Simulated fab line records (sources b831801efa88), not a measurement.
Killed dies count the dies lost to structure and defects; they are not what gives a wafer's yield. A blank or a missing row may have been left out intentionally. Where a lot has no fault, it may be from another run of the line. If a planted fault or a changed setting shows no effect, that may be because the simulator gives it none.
Check for tools in common | flow gf180mcu | 12 lots, 36 wafers sampled

== THE REASON FOR OPENING IT ==
GF_HV_LDD_RS_MEAS_53, reading HV_LDD_RS: flagged on 2 of 12 lots. Fault-free wafers read 418.0 ohm/sq, with a standard deviation of 0.94.
Rule: a lot is flagged in two cases, either no wafer of it has a number, or all its wafers with numbers fall more than 4 standard deviations from that mean. The rest of the lots are taken to be sound.

lot  | measured     | on            | HV_LDD_RS (ohm/sq), wafer by wafer | flag
L592 | day 12 07:43 | film-metro-03 | 417.8 418.8 417.8                  |
L597 | day 14 02:55 | film-metro-01 | 412.3 412.4 413.6                  | FLAGGED
L598 | day 14 07:37 | film-metro-02 | 413.5 412.1 412.7                  | FLAGGED
L604 | day 16 09:13 | film-metro-03 | 418.1 417.4 418.7                  |
L606 | day 16 22:57 | film-metro-03 | 418.0 417.9 420.4                  |
L607 | day 17 13:05 | film-metro-02 | 418.4 418.4 418.8                  |
L608 | day 17 15:50 | film-metro-02 | 417.8 417.7 416.5                  |
L609 | day 18 03:04 | film-metro-01 | 418.7 419.2 418.6                  |
L610 | day 18 11:58 | film-metro-01 | 419.1 418.3 419.4                  |
L613 | day 19 14:05 | film-metro-03 | 417.2 416.4 416.2                  |
L614 | day 19 22:04 | film-metro-02 | 418.3 417.5 418.2                  |
L615 | day 20 08:40 | film-metro-03 | 418.7 419.1 418.5                  |
Average over the flagged lots: 412.8 ohm/sq; offset from the usual -5.2 ohm/sq, equal to -6 standard deviations.

== WHICH TOOL EACH LOT WENT THROUGH ==
The record holds 1 process step before the reading, out of a route of 602 steps. In each cell: the tool, then ch and the chambers that the sampled wafers went through, then the start.
lot  | flag    | GF_HV_LDD_IMPLANT_36
L592 |         | implanter-04 ch 0, day 11 11:51
L597 | FLAGGED | implanter-04 ch 0, day 13 05:20
L598 | FLAGGED | implanter-04 ch 0, day 13 10:09
L604 |         | implanter-03 ch 0, day 15 11:10
L606 |         | implanter-01 ch 0, day 15 23:20
L607 |         | implanter-04 ch 0, day 16 13:30
L608 |         | implanter-04 ch 0, day 16 15:24
L609 |         | implanter-03 ch 0, day 17 03:17
L610 |         | implanter-03 ch 0, day 17 11:33
L613 |         | implanter-01 ch 0, day 18 13:02
L614 |         | implanter-04 ch 0, day 18 20:57
L615 |         | implanter-03 ch 0, day 19 08:33
What these steps do:
- GF_HV_LDD_IMPLANT_36
- GF_HV_LDD_RS_MEAS_53: measures by four-point-probe.

== FLAGGED AGAINST TOTAL, ONE TOOL AT A TIME (gauges that did the reading follow at the end) ==
step                 | tool          | lots run | flagged | share of the flagged lots | sound lots run after its first flagged lot
GF_HV_LDD_IMPLANT_36 | implanter-01  | 2        | 0       | none                      | -
GF_HV_LDD_IMPLANT_36 | implanter-03  | 4        | 0       | none                      | -
GF_HV_LDD_IMPLANT_36 | implanter-04  | 6        | 2       | all                       | 3 (L607,L608,L614)
GF_HV_LDD_RS_MEAS_53 | film-metro-01 | 3        | 1       | some                      | 2 (L609,L610)
GF_HV_LDD_RS_MEAS_53 | film-metro-02 | 4        | 1       | some                      | 3 (L607,L608,L614)
GF_HV_LDD_RS_MEAS_53 | film-metro-03 | 5        | 0       | none                      | -

== WHAT IS ALLOWED BY THE TABLE ==
In the table, 1 row covers all flagged lots: implanter-04 at GF_HV_LDD_IMPLANT_36.
- implanter-04 at GF_HV_LDD_IMPLANT_36 ran 6 lots, 2 of them flagged. Sound lots followed the first flagged one (L607, L608, L614) on it, something a lasting fault affecting the whole tool could not allow. Its own readings lie more than 4 standard deviations out on every wafer of the flagged lots: dose-ions-cm2, faraday-current-uA.
Every row of the table either missed a flagged lot or ran a sound lot after the first.

== WHAT HAD BEEN PUT IN BY THE SIMULATOR ==
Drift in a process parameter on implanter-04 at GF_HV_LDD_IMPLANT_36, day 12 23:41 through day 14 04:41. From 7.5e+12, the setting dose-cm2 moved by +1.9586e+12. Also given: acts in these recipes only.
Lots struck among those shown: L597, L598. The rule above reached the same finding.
